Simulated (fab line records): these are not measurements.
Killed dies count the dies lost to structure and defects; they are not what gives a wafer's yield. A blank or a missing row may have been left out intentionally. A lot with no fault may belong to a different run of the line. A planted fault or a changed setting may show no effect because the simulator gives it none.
Chamber matching	flow gf180mcu	GF_V3_CMP_26 on cmp-01 has 4 sister chambers
The step polishes, stops on SiO2, t overpolish 15 s, target thk 0 nm. 4 wafers are shown with their chamber, then 12 later ones without.

WAFERS PAIRED WITH THEIR CHAMBERS
wafer	chamber	time-to-endpoint-s (s)
L088.6	2	76
L089.4	3	85
L089.5	1	83
L089.6	0	90

WAFERS WITH NO CHAMBER GIVEN
wafer	time-to-endpoint-s (s)
L090.2	76
L090.3	84
L090.4	86
L095.1	78
L095.2	87
L095.6	86
L096.3	85
L096.4	89
L096.5	88
L097.2	86
L097.4	79
L097.6	85

THE CHAMBER EACH PASSED THROUGH
wafer	from the rows above	in truth
L090.2	2	2
L090.3	can't be placed: 1 or 3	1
L090.4	can't be placed: 3 or 1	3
L095.1	2	2
L095.2	can't be placed: 3 or 0 or 1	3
L095.6	can't be placed: 3 or 1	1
L096.3	can't be placed: 3 or 1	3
L096.4	0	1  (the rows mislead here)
L096.5	can't be placed: 0 or 3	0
L097.2	can't be placed: 3 or 1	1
L097.4	can't be placed: 2 or 1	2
L097.6	can't be placed: 3 or 1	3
Correctly placed: 2 of 12. Unplaceable from these rows: 9, with the true chamber sitting among the candidates in 9. Wrongly placed: 1.
How it was worked out, from the rows above alone: a wafer's distance from a chamber is the root of the sum, over the readings, of the square of ((its reading less the chamber's mean) divided by the reading's scatter). If the next closest chamber is less than 2 further off than the closest, the wafer can't be placed; otherwise it belongs to the closest. A chamber's mean is the mean of its shown wafers. The scatter: root of mean squared gap, hidden wafer to nearest shown wafer, with one shown wafer a chamber.
